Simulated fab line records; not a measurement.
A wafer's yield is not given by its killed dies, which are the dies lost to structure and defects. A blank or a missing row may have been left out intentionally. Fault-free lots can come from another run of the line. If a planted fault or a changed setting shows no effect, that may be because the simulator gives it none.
Chamber matching + flow gf180mcu + GF_V2_CVD_00 on hdpcvd-01: 3 sister chambers
The step deposits SiO2, target thk 600 nm, time 100 s. 3 wafers are shown with their chamber, then 11 later ones without.

EACH WAFER AND ITS CHAMBER
| wafer  | chamber | sih4_flow_sccm (sccm) |
|--------|---------|-----------------------|
| L427.6 | 1       | 60.07                 |
| L430.5 | 2       | 60.09                 |
| L431.1 | 0       | 59.99                 |

WAFERS MISSING THEIR CHAMBER
| wafer  | sih4_flow_sccm (sccm) |
|--------|-----------------------|
| L431.4 | 59.97                 |
| L431.6 | 59.85                 |
| L433.2 | 59.79                 |
| L433.4 | 59.90                 |
| L433.6 | 59.77                 |
| L436.1 | 60.24                 |
| L436.2 | 59.80                 |
| L436.5 | 60.18                 |
| L445.2 | 59.91                 |
| L445.5 | 60.16                 |
| L445.6 | 60.23                 |

CHAMBER TAKEN BY EACH
| wafer  | from the rows above          | in truth |
|--------|------------------------------|----------|
| L431.4 | can't be placed: 0 or 1 or 2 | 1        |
| L431.6 | can't be placed: 0 or 1 or 2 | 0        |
| L433.2 | can't be placed: 0 or 1 or 2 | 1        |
| L433.4 | can't be placed: 0 or 1 or 2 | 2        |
| L433.6 | can't be placed: 0 or 1 or 2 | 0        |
| L436.1 | can't be placed: 2 or 1 or 0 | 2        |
| L436.2 | can't be placed: 0 or 1 or 2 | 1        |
| L436.5 | can't be placed: 2 or 1 or 0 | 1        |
| L445.2 | can't be placed: 0 or 1 or 2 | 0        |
| L445.5 | can't be placed: 2 or 1 or 0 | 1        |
| L445.6 | can't be placed: 2 or 1 or 0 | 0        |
Correctly placed: 0 of 11. Can't be placed from these rows: 11 (the true chamber is among the candidates in 11). Wrongly placed: 0.
How it was worked out, from the rows above alone: a wafer's distance from a chamber is the root of the sum, over the readings, of the square of ((its reading less the chamber's mean) divided by the reading's scatter). If the next closest chamber is less than 2 further off than the closest, the wafer can't be placed; otherwise it belongs to the closest. For every chamber, the mean is computed from those of its wafers that are shown. The scatter: root of mean squared gap, hidden wafer to nearest shown wafer, with one shown wafer a chamber.
